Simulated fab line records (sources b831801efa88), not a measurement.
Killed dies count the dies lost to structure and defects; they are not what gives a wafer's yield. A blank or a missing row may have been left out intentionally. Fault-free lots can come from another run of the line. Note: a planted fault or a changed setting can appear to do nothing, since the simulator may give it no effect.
A struck lot beside a sound one || flow sky130 || 16 out of 708 route steps
Sound: the wafers L309.3, L309.4, L309.5. The struck wafers were L314.3, L314.4, L314.6. The cause is given at the end.
Per side, at each step with rows, come the tool, then ch with its chambers, and then its first start. Under that, the readings that differ: sound wafers || struck wafers || difference of the means || sigmas: that difference in standard deviations of wafers without a fault.
alike: a reading whose means differ by less than 2 such deviations, as well as words and numbers matching on both sides. not compared: withheld readings; readings where some wafer has no value; bounds like >300 that might hide an equal value; numbers whose values overlap and for which the record gives no deviation.
The two part at a step that has a row with sigmas, a row that says differs or no value, or rows on one side only. Numbers that don't overlap but have no deviation are shown without sigmas and don't part them. A reading that every wafer of one side lacks parts them only if that side has two wafers or more.

SKY_VIA3_CMP_02: polishes SiO2.
  sound on cmp-01 ch 1,2,3, day 40 01:34; struck on cmp-01 ch 1,2, day 41 18:01
  alike: motorCurrentA
SKY_VIA3_BOW_MEAS_03:
  sound on filmMetro-04, day 40 01:51; struck on filmMetro-03, day 41 18:21
  alike: VIA3_BOW
then, 8 steps without rows for these wafers: SKY_VIA3_DEHYDRATE_04 (time 60 s); SKY_VIA3_HMDS_05 (prime time 60 s); SKY_VIA3_COAT_06 (resist thk 60 nm); SKY_VIA3_COAT_07 (resist thk 450 nm); SKY_VIA3_SOFTBAKE_08 (time 90 s); SKY_VIA3_EXPOSE_09 (exposes mask VIM3, target cd 200 nm); SKY_VIA3_PEB_10; SKY_VIA3_DEVELOP_11 (develop time 60 s).
SKY_VIA3_CD_MEAS_12 targets a cd of 200 nm.
  sound on cdSem-02, day 41 02:13; struck on cdSem-01, day 42 17:38
  alike: cdNm
SKY_VIA3_OVL_MEAS_13:
  sound on overlay-01, day 41 02:19; struck on overlay-02, day 42 17:43
  alike: VIA3_OVL
SKY_VIA3_ETCH_14: etches BARC in N2/H2, stops on SiO2, time 45.9 s, target depth 60 nm.
  sound on rieDiel-01 ch 0,1,3, day 41 02:20; struck on rieDiel-04 ch 0,2, day 42 17:45
{"reading": "oesProductAu (a.u.)", "sound": "0.856 0.866 0.853", "struck": "0.856 0.842 0.846", "difference": -0.010, "sigmas": -2}
{"reading": "model.KrF-thick_of_VIA3_COAT_07.thkNm (nm)", "sound": "393 393.9 393", "struck": "403.3 402.7 402.5", "difference": "+9.5", "sigmas": ""}
{"reading": "model.etch.depthNm (nm)", "sound": "60.27 60.43 60.24", "struck": "59.69 59.19 59.27", "difference": -0.93, "sigmas": ""}
  alike: drypumpMotorCurrentA, throttleValvePct
  not compared: rfHoursCounterH
SKY_VIA3_ETCH_15: etches SiO2 in C4F8/O2/Ar, stops on TiN, target depth 507 nm, time 78 s.
  sound on rieDiel-01 ch 0,1,3, day 41 02:22; struck on rieDiel-04 ch 0,2, day 42 17:47
{"reading": "oesProductAu (a.u.)", "sound": "0.939 0.945 0.941", "struck": "0.636 0.552 0.549", "difference": -0.363, "sigmas": -71}
{"reading": "model.KrF-thick_of_VIA3_COAT_07.thkNm (nm)", "sound": "291.5 291.3 291.2", "struck": "302.3 303.3 303.6", "difference": "+11.7", "sigmas": ""}
  not compared: rfHoursCounterH
SKY_VIA3_STRIP_16: strips in O2/N2.
  sound on plasmaAsher-03 ch 0,1, day 41 02:28; struck on plasmaAsher-03 ch 0,1, day 42 17:53
{"reading": "oesProductAu (a.u.)", "sound": "0.396 0.394 0.400", "struck": "0.409 0.415 0.398", "difference": "+0.011", "sigmas": "+2"}
{"reading": "stripTimeToEndpointS (s)", "sound": "4.137 4.128 4.141", "struck": "4.254 4.258 4.282", "difference": "+0.129", "sigmas": "+6"}
  alike: drypumpMotorCurrentA
  not compared: rfHoursCounterH
then, 1 step without rows for these wafers: SKY_VIA3_STRIP_17 (strips in post etch residue remover, time 1200 s).

== WHERE THEY PART ==
Earliest at SKY_VIA3_ETCH_14; latest, in this record, at SKY_VIA3_STRIP_16.

WHY: whatever the simulator had introduced
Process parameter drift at SKY_VIA3_ETCH_14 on rieDiel-04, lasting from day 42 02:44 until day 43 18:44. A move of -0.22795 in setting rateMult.
